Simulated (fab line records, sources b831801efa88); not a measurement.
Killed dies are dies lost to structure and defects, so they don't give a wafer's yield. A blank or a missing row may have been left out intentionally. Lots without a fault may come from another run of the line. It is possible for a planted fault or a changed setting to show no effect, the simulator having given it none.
Comparing a struck lot with a sound one + flow sky130 + 30 out of 708 route steps
Sound: wafers L438.1, L438.2, L438.3. Wafers L453.4, L453.5, L453.6 were the ones struck. The cause is named last.
At each step with rows: each side's tool, then ch and its chambers, then its first start. Under that, the readings that differ: sound wafers + struck wafers + difference of the means + sigmas: that difference in standard deviations of wafers without a fault.
alike: words and numbers the same on both sides, and readings whose means are apart by under 2 such deviations; not compared: readings that were withheld, readings missing a value for some wafer, numbers with overlapping values and no deviation given by the record, and bounds like >300 which may hide the same value.
A row with sigmas, a row that says differs or no value, or rows on one side alone: a step with any of these is where the two part. Numbers that don't overlap but have no deviation are shown without sigmas and don't part them. A reading that every wafer of one side lacks parts them only if that side has two wafers or more.

first, 5 steps without rows for these wafers: SKY_SONOS_ONO_COAT_08 (resist thk 1155 nm); SKY_SONOS_ONO_SOFTBAKE_09 (time 60 s); SKY_SONOS_ONO_EXPOSE_10 (exposes mask ONOM, target cd 410 nm); SKY_SONOS_ONO_PEB_11; SKY_SONOS_ONO_DEVELOP_12 (develop time 60 s).
SKY_SONOS_ONO_CD_MEAS_13 targets a cd of 410 nm.
  sound: cdSem-01 at day 13 13:01; struck: cdSem-02 at day 18 15:04
  alike: cdNm
SKY_SONOS_ONO_OVL_MEAS_14:
  sound: overlay-01 at day 13 13:08; struck: overlay-02 at day 18 15:08
  alike: SONOS_ONO_OVL
SKY_SONOS_ONO_ETCH_15: etches the open film in CHF3/O2, target depth 19.52 nm, time 7.8 s.
  sound on rieDiel-03 ch 0,2,3, day 13 13:10; struck on rieDiel-04 ch 1,2,3, day 18 15:09
  alike: drypumpMotorCurrentA, oesProductAu, rfFwdPowerW, throttleValvePct
  not compared: rfHoursCounterH
then, 1 step without rows for these wafers: SKY_SONOS_ONO_WET_ETCH_16 (etches SiO2 in dHF, target depth 14 nm, time 280 s).
SKY_SONOS_ONO_STRIP_17: strips in O2/N2.
  sound on plasmaAsher-01 ch 0,1, day 13 13:22; struck on plasmaAsher-04 ch 0,1, day 18 15:17
  alike: drypumpMotorCurrentA, o2FlowSccm, oesProductAu, stripTimeToEndpointS
  not compared: rfHoursCounterH
then, 2 steps without rows for these wafers: SKY_SONOS_ONO_WET_ETCH_18 (etches Si3N4 in H3PO4, target depth 15 nm, time 172 s); SKY_GATE_OXIDE_CLEAN_00 (cleans in SC1/SC2, time 150 s).
SKY_GATE_OXIDE_OXIDATION_01: stabilise 600 s, purge 300 s, target thk 10.268 nm.
  sound on furnace-01 ch 0, day 13 13:37; struck on furnace-01 ch 0, day 18 16:30
| reading                                          | sound                | struck               | difference | sigmas      |
|--------------------------------------------------|----------------------|----------------------|------------|-------------|
| spikeTcBottomC (C)                               | 916.8 916.2 918.0    | 904.0 904.8 903.9    | -12.8      | -11         |
| spikeTcCentreC (C)                               | 901.1 900.4 900.1    | 885.7 886.8 885.1    | -14.7      | -15         |
| spikeTcLowerC (C)                                | 900.1 898.7 898.3    | 887.3 888.6 886.8    | -11.5      | -10         |
| spikeTcTopC (C)                                  | 911.1 909.1 907.8    | 895.7 897.4 897.3    | -12.5      | -10         |
| spikeTcUpperC (C)                                | 901.7 901.0 899.9    | 888.2 886.8 886.7    | -13.6      | -9          |
| tubeCenterTempC (C)                              | 900.08 900.09 899.94 | 886.68 886.76 886.73 | -13.31     | -99 or more |
| tube_center_temp_C_max                           | 902.3 902.2 902.3    | 889.2 889.0 889.1    | -13.2      | -34         |
| model.SiO2_of_GATE_OXIDE_OXIDATION_01.thkNm (nm) | 10.03 9.944 10.23    | 8.981 8.869 8.867    | -1.162     |             |
SKY_GATE_OXIDE_THK_MEAS_02:
  sound: filmMetro-01 at day 13 15:02; struck: filmMetro-03 at day 18 17:56
| reading                          | sound            | struck         | difference | sigmas |
|----------------------------------|------------------|----------------|------------|--------|
| GATE_OXIDE_OXIDATION_00_THK (nm) | 10.05 9.96 10.23 | 9.01 8.87 8.89 | -1.16      | -7     |
then, 7 steps without rows for these wafers: SKY_GATE_OXIDE_DEHYDRATE_03 (time 60 s); SKY_GATE_OXIDE_HMDS_04 (prime time 60 s); SKY_GATE_OXIDE_COAT_05 (resist thk 1140 nm); SKY_GATE_OXIDE_SOFTBAKE_06 (time 60 s); SKY_GATE_OXIDE_EXPOSE_07 (exposes mask LVOM, target cd 600 nm); SKY_GATE_OXIDE_PEB_08; SKY_GATE_OXIDE_DEVELOP_09 (develop time 60 s).
SKY_GATE_OXIDE_OVL_MEAS_10:
  sound: overlay-02 at day 14 16:35; struck: overlay-02 at day 20 01:02
  alike: GATE_OXIDE_OVL
then, 2 steps without rows for these wafers: SKY_GATE_OXIDE_IMPLANT_11; SKY_GATE_OXIDE_WET_ETCH_12 (etches SiO2 in dHF, target depth 16.8 nm, time 319.8 s).
SKY_GATE_OXIDE_STRIP_13: strips in O2/N2.
  sound on plasmaAsher-03 ch 0,1, day 14 16:52; struck on plasmaAsher-04 ch 0,1, day 20 01:20
  alike: drypumpMotorCurrentA, o2FlowSccm, oesProductAu, stripTimeToEndpointS
  not compared: rfHoursCounterH
SKY_GATE_OXIDE_TW_MEAS_14:
  sound: filmMetro-04 at day 14 16:58; struck: filmMetro-03 at day 20 01:26
  alike: GATE_OXIDE_TW
then, 1 step without rows for these wafers: SKY_GATE_OXIDE_CLEAN_15 (cleans in SC1/SC2, time 150 s).
SKY_GATE_OXIDE_OXIDATION_16: stabilise 600 s, purge 300 s, target thk 3.57 nm.
  sound on furnace-01 ch 0, day 14 17:05; struck on furnace-01 ch 0, day 20 01:31
| reading                                          | sound             | struck            | difference | sigmas |
|--------------------------------------------------|-------------------|-------------------|------------|--------|
| model.SiO2_of_GATE_OXIDE_OXIDATION_01.thkNm (nm) | 11.46 11.36 11.62 | 10.43 10.34 10.35 | -1.11      |        |
  alike: spikeTcBottomC, spikeTcCentreC, spikeTcLowerC, spikeTcTopC, spikeTcUpperC, tubeCenterTempC, tube_center_temp_C_max
then, 1 step without rows for these wafers: SKY_POLY_GATE_CVD_00 (deposits poly-Si, target thk 180 nm, time 720 s).
-- here the record skips 31 days between the struck wafers' starts before and after, leaving off in module POLY_GATE and picking up in module PAD_OPEN (first step shown: number 708 of the route) --
SKY_PAD_OPEN_PROBE_99:
  sound: prober-02 at day 46 11:56; struck: prober-02 at day 50 22:26
| reading                             | sound                         | struck                        | difference | sigmas |
|-------------------------------------|-------------------------------|-------------------------------|------------|--------|
| model.etest.nfet_16v.rOnOhmUm       | 1.407e+04 1.418e+04 1.427e+04 | 1.363e+04 1.344e+04 1.354e+04 | -6.367e+02 |        |
| model.etest.pfetG5v0d10v5.rOnOhmUm  | 4738 4797 4756                | 4469 4540 4537                | -248       |        |
| model.etest.tipSonos.rsOhmSq        | 2600 2587 2611                | 2413 2423 2408                | -185       |        |
| model.etest.nfetG5v0d10v5.rOnOhmUm  | 1890 1891 1912                | 1776 1810 1798                | -103       |        |
| model.etest.nfetG5v0d10v5.driveUaUm | 607 606.9 592.6               | 665.6 666.7 661.4             | +62.4      |        |
| model.etest.nfet_05v0_nvt.driveUaUm | 574.5 580.2 569.9             | 624.5 625 628.2               | +51.0      |        |
| model.etest.pfetG5v0d10v5.driveUaUm | 346.1 343.3 342.2             | 373.6 368.3 368.6             | +26.3      |        |
| model.etest.nfet_16v.driveUaUm      | 221 222 219.5                 | 238 246.1 241.4               | +21        |        |
  alike: killed_at_M0_to_M3, killed_at_M4_up, killedAtContacts, killedAtFrontEnd, killedAtOther, killedDies, killedOnRim, killedOpen, killedShort

WHERE THEY PART
Earliest at SKY_GATE_OXIDE_OXIDATION_01; latest, in this record, at SKY_GATE_OXIDE_THK_MEAS_02. Later steps at which nothing parts them and some readings are alike: SKY_GATE_OXIDE_OVL_MEAS_10, SKY_GATE_OXIDE_STRIP_13, SKY_GATE_OXIDE_TW_MEAS_14, SKY_GATE_OXIDE_OXIDATION_16, SKY_PAD_OPEN_PROBE_99.

WHY: what had been put in by the simulator
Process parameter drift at SKY_GATE_OXIDE_OXIDATION_01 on furnace-01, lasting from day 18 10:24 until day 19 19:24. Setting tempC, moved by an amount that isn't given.
